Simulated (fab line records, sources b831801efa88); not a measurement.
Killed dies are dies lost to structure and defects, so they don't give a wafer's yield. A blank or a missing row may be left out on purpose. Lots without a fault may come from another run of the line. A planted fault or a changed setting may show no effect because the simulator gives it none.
fab line records | flow sky130
record lots=14 wafers=42 last_day=50
route steps=708 shown LI_CONTACT@386 LOCAL_INTERCONNECT@389 CONTACT@410
lots that met no fault: from a run of the same line without faults
start_h: hours from the record's first day to the start of the lot's first wafer shown | wait_h: hours since the lot's step before | " the same as in the row above | L1.1+2: a row that stands for several wafers | - no value, or no start given | * or withheld: withheld | < > ~ a bound
route shown NAME@n: a module of which the file shows steps, and the number in the route of the first | usual: mean/standard deviation of fault-free wafers | same: alike in all rows | chamber/n: place in a boat | sites: the reading at each site | _std_site: their standard deviation | _edge_site: outer sites' mean less inner sites' | radius_mm: how far each site lies from the wafer's centre | mask NAME#n: copy n | behind: the tool/chamber that last shaped the wafer | hold: why the lot was held/for how many hours/how that ended | device: the transistor (n, p or np) that didn't switch | end of line: the same wafers' tests at the end of the route | a step without rows: its recipe alone | killed: dies lost to structure and defects at the first sort, not the wafer's yield | map: a wafer's dies, x killed, . not, _ none there
set.NAME: the setting as run; set.NAME@STEP: as run at that earlier step | model.NAME: the simulator's own value behind a step, which no gauge read
steps of the route over a sample of lots; a table a step, a row a wafer
services: from which hour (start_h, from the record's first day; less than 0 if before it) a tool's chamber was out of use, for how many hours, and why
## steps
# step SKY_LI_CONTACT_CMP_24
# recipe stop_on=PSG t_overpolish_s=20 down_force_psi=3.5 platen_rpm=60 target_thk_nm=0 pad_velocity_m_s=0.94248
# usual motor_current_A=11.2/1.5 overpolish_run_s=19.999/0.009 retaining_ring_pressure_frac=1.000/0.0048 time_to_endpoint_s=99/4.1
# columns lot.wafer tool chamber start_h wait_h motor_current_A overpolish_run_s retaining_ring_pressure_frac time_to_endpoint_s
L941.2 cmp-01 3 667.43 0.0 11.1 19.995 1.000 90
L941.4 " 2 " " 10.9 19.993 0.994 95
L941.5 " 3 " " 11.7 20.009 1.003 92
L942.4 cmp-02 2 687.53 0.4 11.8 20.004 0.996 98
L942.1 " 0 " " 9.7 19.996 0.998 106
L942.5 " 1 " " 8.8 19.982 0.992 104
L943.2 cmp-02 0 706.37 0.0 9.8 19.998 0.994 101
L943.3 " 1 " " 8.8 20.005 0.999 102
L943.1 " 2 " " 11.2 19.989 0.998 95
L944.1 cmp-01 2 714.52 0.1 10.6 19.996 1.004 96
L944.3 " 3 " " 12.1 20.010 1.003 93
L944.6 " 1 " " 11.9 20.002 1.004 100
L946.2 cmp-01 3 725.71 0.0 12.0 19.996 1.003 96
L946.6 " 3 " " 12.3 20.009 0.995 97
L946.5 " 0 " " 12.7 19.986 0.998 101
L953.4 cmp-02 0 782.13 0.1 10.0 20.010 0.997 102
L953.5 " 3 " " 14.2 20.012 1.006 100
L953.6 " 0 " " 10.0 19.995 0.997 107
L954.1 cmp-01 0 786.83 0.1 12.6 20.004 0.989 97
L954.6 " 2 " " 10.6 20.011 0.995 95
L954.5 " 3 " " 12.5 20.011 0.996 92
L955.2 cmp-01 2 788.03 0.1 10.4 20.002 0.995 92
L955.4 " 3 " " 11.6 19.978 1.015 91
L955.5 " 2 " " 10.9 20.000 0.999 88
L956.1 cmp-01 0 799.40 0.1 13.3 19.988 0.998 98
L956.2 " 1 " " 10.9 20.003 1.003 94
L956.6 " 0 " " 12.2 19.994 1.006 95
L957.3 cmp-01 1 803.83 0.1 10.5 20.004 1.005 98
L957.1 " 3 " " 11.5 20.001 0.992 94
L957.5 " 1 " " 10.8 19.989 1.002 99
L959.1 cmp-02 0 841.01 0.1 9.7 20.002 1.007 104
L959.4 " 2 " " 11.3 19.987 0.997 98
L959.5 " 3 " " 14.1 20.007 0.996 98
L961.2 cmp-01 0 848.68 0.2 12.2 20.001 0.990 100
L961.5 " 1 " " 10.2 19.996 0.998 106
L961.6 " 2 " " 10.4 19.994 1.010 100
L962.3 cmp-01 0 849.37 0.1 11.9 20.014 1.007 100
L962.1 " 1 " " 10.8 19.989 0.998 99
L962.5 " 3 " " 11.8 20.004 1.006 95
L960.1 cmp-01 0 852.78 0.1 13.0 20.006 1.003 94
L960.4 " 2 " " 10.5 20.011 0.992 96
L960.5 " 3 " " 12.8 19.994 0.998 96
# step SKY_LOCAL_INTERCONNECT_THK_MEAS_02
# recipe thk_meas_gauge=xrf reads=TiN_of_LOCAL_INTERCONNECT_SPUTTER_00
# usual LOCAL_INTERCONNECT_TIN_THK=101.9/1.3
# columns lot.wafer tool chamber start_h wait_h LOCAL_INTERCONNECT_TIN_THK[nm]
L941.2 film_metro-02 - 667.93 0.1 100.9
L941.4 " - " " 101.9
L941.5 " - " " 102.1
L942.1 film_metro-02 - 687.96 0.1 103.2
L942.4 " - " " 102.6
L942.5 " - " " 101.5
L943.1 film_metro-02 - 706.85 0.1 100.5
L943.2 " - " " 99.5
L943.3 " - " " 100.7
L944.1 film_metro-01 - 714.90 0.1 101.4
L944.3 " - " " 100.0
L944.6 " - " " 100.5
L946.2 film_metro-01 - 726.21 0.1 101.0
L946.5 " - " " 101.3
L946.6 " - " " 100.6
L953.4 film_metro-02 - 782.60 0.1 104.2
L953.5 " - " " 104.3
L953.6 " - " " 104.2
L954.1 film_metro-02 - 787.22 0.1 102.1
L954.5 " - " " 102.1
L954.6 " - " " 102.9
L955.2 film_metro-01 - 788.47 0.1 102.4
L955.4 " - " " 99.9
L955.5 " - " " 99.7
L956.1 film_metro-02 - 799.88 0.1 101.5
L956.2 " - " " 101.3
L956.6 " - " " 101.8
L957.1 film_metro-01 - 804.27 0.1 103.4
L957.3 " - " " 104.3
L957.5 " - " " 102.0
L959.1 film_metro-02 - 841.44 0.1 103.8
L959.4 " - " " 105.0
L959.5 " - " " 105.1
L961.2 film_metro-02 - 849.02 0.1 103.5
L961.5 " - " " 101.8
L961.6 " - " " 104.0
L962.1 film_metro-02 - 849.76 0.1 101.4
L962.3 " - " " 103.9
L962.5 " - " " 101.5
L960.1 film_metro-02 - 853.21 0.1 101.2
L960.4 " - " " 99.7
L960.5 " - " " 102.5
# step SKY_CONTACT_CMP_04
# recipe material=SiO2 down_force_psi=4 platen_rpm=60 pad_velocity_m_s=0.94248
# usual motor_current_A=12.4/1.7 retaining_ring_pressure_frac=1.000/0.0052 time_to_endpoint_s=83/5.3
# columns lot.wafer tool chamber start_h wait_h motor_current_A retaining_ring_pressure_frac time_to_endpoint_s
L941.2 cmp-01 2 697.45 0.1 11.9 0.999 84
L941.4 " 0 " " 13.5 1.001 83
L941.5 " 1 " " 11.7 1.002 86
L942.1 cmp-01 1 716.23 0.1 11.5 0.992 85
L942.4 " 0 " " 13.6 0.995 88
L942.5 " 2 " " 11.6 0.997 83
L943.1 cmp-02 2 736.04 0.1 12.2 0.993 81
L943.2 " 3 " " 15.5 1.005 89
L943.3 " 0 " " 10.3 1.003 91
L944.3 cmp-02 3 743.47 0.1 15.1 0.999 86
L944.1 " 1 " " 9.2 1.003 84
L944.6 " 3 " " 15.3 0.989 83
L946.2 cmp-02 0 754.53 0.1 10.5 0.997 93
L946.5 " 2 " " 12.7 1.010 84
L946.6 " 3 " " 16.0 1.002 86
L953.4 cmp-01 1 809.48 0.1 11.9 0.992 79
L953.5 " 3 " " 12.5 1.003 83
L953.6 " 0 " " 13.6 1.000 88
L954.1 cmp-01 2 814.53 0.1 11.9 0.996 79
L954.6 " 2 " " 11.2 0.986 81
L954.5 " 3 " " 13.4 1.007 77
L955.4 cmp-01 0 815.54 0.0 14.0 0.994 82
L955.2 " 2 " " 11.3 1.001 77
L955.5 " 0 " " 14.9 1.002 82
L956.2 cmp-02 1 825.95 0.0 8.7 0.999 89
L956.1 " 3 " " 15.9 0.996 85
L956.6 " 1 " " 8.9 1.008 83
L957.1 cmp-01 0 831.88 0.2 13.4 1.001 81
L957.3 " 1 " " 12.4 0.997 81
L957.5 " 3 " " 13.4 0.995 74
L959.4 cmp-02 2 868.35 0.0 12.1 0.999 78
L959.1 " 3 " " 15.1 0.994 89
L959.5 " 3 " " 14.9 0.988 92
L961.2 cmp-02 1 875.95 0.0 9.3 1.002 97
L961.6 " 1 " " 9.7 1.004 96
L961.5 " 2 " " 11.5 1.013 86
L962.3 cmp-01 1 876.94 0.1 12.1 1.005 77
L962.1 " 2 " " 11.6 1.003 77
L962.5 " 0 " " 13.2 1.003 75
L960.1 cmp-01 3 879.68 0.1 13.0 1.001 78
L960.4 " 1 " " 11.5 0.992 84
L960.5 " 2 " " 11.6 0.991 83
# step SKY_CONTACT_SOFTBAKE_10
# recipe temp_c=100 time_s=90 resist=KrF-thick
# usual heater_power_total_W=57.37/0.11 run_length_s=119.0/0.3
# columns lot.wafer tool chamber start_h wait_h heater_power_total_W run_length_s
L941.2 litho_track-03 0 711 - 57.46 118.8
L941.4 " 0 " " 57.42 118.7
L941.5 " 0 " " 57.38 118.7
L942.1 litho_track-03 0 730 - 57.32 118.7
L942.4 " 0 " " 57.49 118.9
L942.5 " 0 " " 57.28 119.0
L943.1 litho_track-03 0 749 - 71.02 75.5
L943.2 " 0 " " 71.03 75.4
L943.3 " 0 " " 71.03 75.4
L944.1 litho_track-03 0 757 - 71.03 75.6
L944.3 " 0 " " 71.33 75.5
L944.6 " 0 " " 71.15 75.5
L946.2 litho_track-01 0 768 - 57.47 119.6
L946.5 " 0 " " 57.46 119.5
L946.6 " 0 " " 57.45 119.4
L953.4 litho_track-02 0 822 - 57.45 118.9
L953.5 " 0 " " 57.32 118.8
L953.6 " 0 " " 57.27 118.8
L954.1 litho_track-02 0 827 - 57.48 119.0
L954.5 " 0 828 - 57.45 118.8
L954.6 " 0 " " 57.18 118.8
L955.2 litho_track-03 0 829 - 57.36 118.7
L955.4 " 0 " " 57.62 118.7
L955.5 " 0 " " 57.26 118.9
L956.1 litho_track-03 0 839 - 57.36 118.7
L956.2 " 0 " " 57.33 118.8
L956.6 " 0 " " 57.28 118.7
L957.1 litho_track-03 0 845 - 57.49 119.0
L957.3 " 0 " " 57.22 118.8
L957.5 " 0 " " 57.46 118.9
L959.1 litho_track-03 0 881 - 57.39 118.8
L959.4 " 0 " " 57.34 118.7
L959.5 " 0 " " 57.44 118.7
L961.2 litho_track-03 0 889 - 57.53 118.8
L961.5 " 0 " " 57.26 118.8
L961.6 " 0 " " 57.37 118.7
L962.1 litho_track-03 0 890 - 57.39 118.7
L962.3 " 0 " " 57.29 118.7
L962.5 " 0 " " 57.40 118.9
L960.1 litho_track-02 0 892 - 57.13 118.9
L960.4 " 0 " " 57.38 118.8
L960.5 " 0 " " 57.48 118.9
## services
# columns tool chamber start_h hours kind
cmp-02 - 645.85 0.3 repair
cmp-01 - 676.99 0.8 repair
cmp-01 - 683.09 5.9 repair
cmp-02 - 719.46 2.6 repair
cmp-01 - 738.47 2.0 repair
cmp-01 - 753.95 0.7 repair
cmp-01 - 759.44 4.0 pm
cmp-01 - 763.44 - consumable_replace:conditioner
cmp-01 - 763.44 - consumable_replace:pad
cmp-01 - 768.78 6.8 pm
litho_track-02 - 793.71 - consumable_replace:filter
cmp-01 - 830.07 1.5 repair
cmp-02 - 843.07 4.3 repair
cmp-02 - 861.57 3.0 pm
cmp-01 - 879.41 0.2 repair
cmp-01 - 881.21 0.3 repair
cmp-01 - 891.57 0.3 repair
## key
first_sign step=SKY_CONTACT_SOFTBAKE_10 reading=run_length_s direction=down sigmas=99+ usual=* struck=*
effect step=SKY_CONTACT_SOFTBAKE_10 reading=heater_power_total_W direction=up sigmas=99+ usual=* struck=*
met_at SKY_CONTACT_SOFTBAKE_10
struck_lots L943,L944
sort_left_out L943.1,L943.2,L943.3
tester_left_out L943,L944
not_acting_at SKY_LI_CONTACT_CMP_24,SKY_LOCAL_INTERCONNECT_THK_MEAS_02,SKY_CONTACT_CMP_04
onset_between 730 749
fault kind=process_parameter_drift tool=litho_track-03 chamber=- onset_h=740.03 steps=SKY_CONTACT_SOFTBAKE_10 channel=time_s offset=* shape=step end_h=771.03 acts_in=* stated=*
# tester_left_out: of these lots the tester's yield and bins aren't shown, on N5 and GAA mostly nor the transistor test; their killed dies are dies lost to structure and defects alone, not to doping, threshold or leakage, so they don't give the yield
# sort_left_out: the simulated sort isn't trusted on such a fault, so these wafers' sort isn't shown, and their yield isn't known
